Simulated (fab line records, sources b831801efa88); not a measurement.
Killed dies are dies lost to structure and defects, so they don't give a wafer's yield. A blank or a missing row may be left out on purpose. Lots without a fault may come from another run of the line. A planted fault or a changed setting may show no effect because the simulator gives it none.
Which tool did it? | flow sky130 | 12 lots, 36 wafers sampled, at 6 steps of a route of 708

WHAT THE GAUGES READ, wafer by wafer
SKY_LDD_P_CD_MEAS_07: target cd 380 nm.
lot  | measured     | on        | cd_nm (nm)
L378 | day 19 15:21 | cd_sem-01 | 379.3 378.4 379.5
L380 | day 21 01:44 | cd_sem-02 | 378.4 379.6 376.9
L382 | day 21 06:04 | cd_sem-02 | 385.1 384.6 384.0
L384 | day 21 23:35 | cd_sem-02 | 383.8 385.2 384.2
L387 | day 23 11:46 | cd_sem-02 | 378.3 380.0 381.4
L394 | day 25 03:16 | cd_sem-01 | 384.0 384.2 383.0
L395 | day 25 09:31 | cd_sem-02 | 376.1 376.2 378.1
L396 | day 25 16:45 | cd_sem-02 | 380.7 380.4 382.1
L397 | day 26 01:41 | cd_sem-02 | 380.5 381.0 379.9
L398 | day 26 14:35 | cd_sem-02 | 377.0 378.1 378.2
L399 | day 27 12:51 | cd_sem-02 | 379.3 383.0 382.7
L400 | day 27 14:19 | cd_sem-01 | 382.5 382.2 382.3

SKY_LDD_P_TW_MEAS_11.
lot  | measured     | on            | LDD_P_TW
L378 | day 19 15:46 | film_metro-01 | 632 635 635
L380 | day 21 02:08 | film_metro-04 | 628 629 629
L382 | day 21 06:28 | film_metro-04 | 627 632 626
L384 | day 21 23:58 | film_metro-01 | 635 637 637
L387 | day 23 12:10 | film_metro-01 | 633 636 636
L394 | day 25 03:40 | film_metro-02 | 640 638 637
L395 | day 25 09:55 | film_metro-01 | 639 633 637
L396 | day 25 17:10 | film_metro-04 | 631 626 632
L397 | day 26 02:05 | film_metro-04 | 631 632 631
L398 | day 26 14:59 | film_metro-04 | 630 631 628
L399 | day 27 13:16 | film_metro-02 | 645 641 642
L400 | day 27 14:43 | film_metro-04 | 630 628 632

SKY_LDD_HVN_OVL_MEAS_07.
lot  | measured     | on         | LDD_HVN_OVL (nm)
L378 | day 20 22:04 | overlay-01 | -0.9 1.9 0.3
L380 | day 22 08:29 | overlay-02 | 0.7 -0.1 1.4
L382 | day 22 12:43 | overlay-02 | -1.1 0.7 -1.9
L384 | day 23 05:19 | overlay-02 | - - -
L387 | day 24 16:47 | overlay-02 | -0.2 -0.1 2.1
L394 | day 26 09:31 | overlay-01 | 1.5 -0.1 1.6
L395 | day 26 15:27 | overlay-02 | 0.2 0.0 0.3
L396 | day 26 21:39 | overlay-01 | 1.0 0.6 0.2
L397 | day 27 07:04 | overlay-02 | -0.9 0.7 0.8
L398 | day 27 20:04 | overlay-02 | 1.7 0.7 1.1
L399 | day 28 18:30 | overlay-01 | -0.7 -0.6 -0.9
L400 | day 28 20:18 | overlay-02 | 3.0 2.3 -0.2

SKY_LDD_HVN_TW_MEAS_10.
lot  | measured     | on            | LDD_HVN_TW
L378 | day 20 22:20 | film_metro-03 | 1442 1448 1445
L380 | day 22 08:47 | film_metro-03 | 1456 1455 1453
L382 | day 22 12:59 | film_metro-03 | 1445 1449 1448
L384 | day 23 05:36 | film_metro-03 | 31 30 30
L387 | day 24 17:05 | film_metro-03 | 1453 1452 1446
L394 | day 26 09:54 | film_metro-02 | 1444 1431 1440
L395 | day 26 15:44 | film_metro-04 | 1419 1418 1421
L396 | day 26 21:56 | film_metro-02 | 1449 1451 1449
L397 | day 27 07:22 | film_metro-04 | 1420 1420 1430
L398 | day 27 20:22 | film_metro-02 | 1454 1458 1464
L399 | day 28 18:47 | film_metro-02 | 1441 1433 1448
L400 | day 28 20:35 | film_metro-02 | 1450 1449 1445

WHICH TOOL RAN EACH LOT (tool, then ch and the chambers of the sampled wafers, then the start)
lot  | SKY_POLY_GATE_ETCH_15              | SKY_LDD_HVN_EXPOSE_04
L378 | rie_diel-04 ch 0,1,3, day 17 00:11 | iline_stepper-02 ch 0, day 20 06:17
L380 | rie_diel-04 ch 0,3, day 17 23:26   | iline_stepper-01 ch 0, day 21 16:27
L382 | rie_diel-01 ch 0,3, day 18 14:07   | iline_stepper-01 ch 0, day 21 22:44
L384 | rie_diel-01 ch 1,2,3, day 19 06:44 | iline_stepper-02 ch 0, day 22 14:08
L387 | rie_diel-02 ch 1,2,3, day 20 20:22 | iline_stepper-01 ch 0, day 24 01:57
L394 | rie_diel-01 ch 0,1,2, day 22 11:01 | iline_stepper-02 ch 0, day 25 19:15
L395 | rie_diel-01 ch 0,2, day 22 20:10   | iline_stepper-02 ch 0, day 26 01:20
L396 | rie_diel-01 ch 0,1,2, day 23 01:22 | iline_stepper-01 ch 0, day 26 07:07
L397 | rie_diel-04 ch 0,1,3, day 23 12:37 | iline_stepper-01 ch 0, day 26 16:11
L398 | rie_diel-01 ch 0,3, day 24 00:14   | iline_stepper-02 ch 0, day 27 06:10
L399 | rie_diel-02 ch 0,2, day 24 23:29   | iline_stepper-02 ch 0, day 28 04:08
L400 | rie_diel-04 ch 0,1,3, day 25 01:04 | iline_stepper-01 ch 0, day 28 05:48
- SKY_POLY_GATE_ETCH_15: etches BARC in N2/H2, stops on SiO2, time 118.5 s, target depth 110 nm.
- SKY_LDD_HVN_EXPOSE_04: exposes mask HVNTM, target cd 700 nm.

WHAT THE TOOLS THEMSELVES READ (means of the sampled wafers that have a number; where no wafer has one, the mark that the record gives instead)
SKY_POLY_GATE_ETCH_15.
lot  | tool        | bias_w (W) | drypump_motor_current_A (A) | h2_flow_sccm (sccm) | oes_product_au (a.u.) | throttle_valve_pct (%)
L378 | rie_diel-04 | 100.0      | 5.4                         | 199.8               | 0.722                 | 13.208
L380 | rie_diel-04 | 99.7       | 5.4                         | 200.4               | 0.711                 | 13.223
L382 | rie_diel-01 | 100.0      | 6.1                         | 199.8               | 0.718                 | 13.208
L384 | rie_diel-01 | 100.2      | 5.5                         | 200.2               | 0.716                 | 13.210
L387 | rie_diel-02 | 99.9       | 5.3                         | 200.1               | 0.722                 | 13.212
L394 | rie_diel-01 | 100.1      | 5.9                         | 200.0               | 0.719                 | 13.210
L395 | rie_diel-01 | 100.2      | 6.4                         | 200.0               | 0.716                 | 13.221
L396 | rie_diel-01 | 100.2      | 6.0                         | 200.4               | 0.713                 | 13.222
L397 | rie_diel-04 | 100.2      | 5.4                         | 199.6               | 0.721                 | 13.216
L398 | rie_diel-01 | 100.4      | 5.6                         | 200.6               | 0.716                 | 13.218
L399 | rie_diel-02 | 100.0      | 5.6                         | 200.3               | 0.718                 | 13.215
L400 | rie_diel-04 | 100.0      | 5.4                         | 200.2               | 0.718                 | 13.212

THE ANSWER, worked out from the rows above alone
Rule: what is usual is taken from the lots themselves. Put in order of their means at a reading, lots are off if they are a third of the lots or fewer, leave a main group of 4 or more, and stand apart from it by a gap of 3 or more times the standard deviation of the main group's means; of several such gaps the widest counts. A main group whose means are all the same, to the digits that the tables above print for the reading, isn't used. A lot without any number at a reading at which 4 lots or more have one is off too. The other lots that the step has rows for count as sound. The gauges are gone through in route order, then the tools' own readings, and for those a lot's mean is taken as printed above. The first step at which some lot is off is used, and at that step the reading that is off furthest; a lot without a number counts as furthest.
Off: L384, at SKY_LDD_HVN_OVL_MEAS_07 (LDD_HVN_OVL). Without a number there: L384. The main group: mean 0.5 nm, standard deviation 0.71.
A tool fits if, at a process step before that reading, it ran every lot that is off, and no sound lot after the first of them. The gauges at SKY_LDD_HVN_OVL_MEAS_07 aren't tried: what is off there is off at SKY_LDD_HVN_TW_MEAS_10 too, on other tools, and a gauge's error can't cause that. None of those tried fits.

WHAT THE SIMULATOR HAD PUT IN
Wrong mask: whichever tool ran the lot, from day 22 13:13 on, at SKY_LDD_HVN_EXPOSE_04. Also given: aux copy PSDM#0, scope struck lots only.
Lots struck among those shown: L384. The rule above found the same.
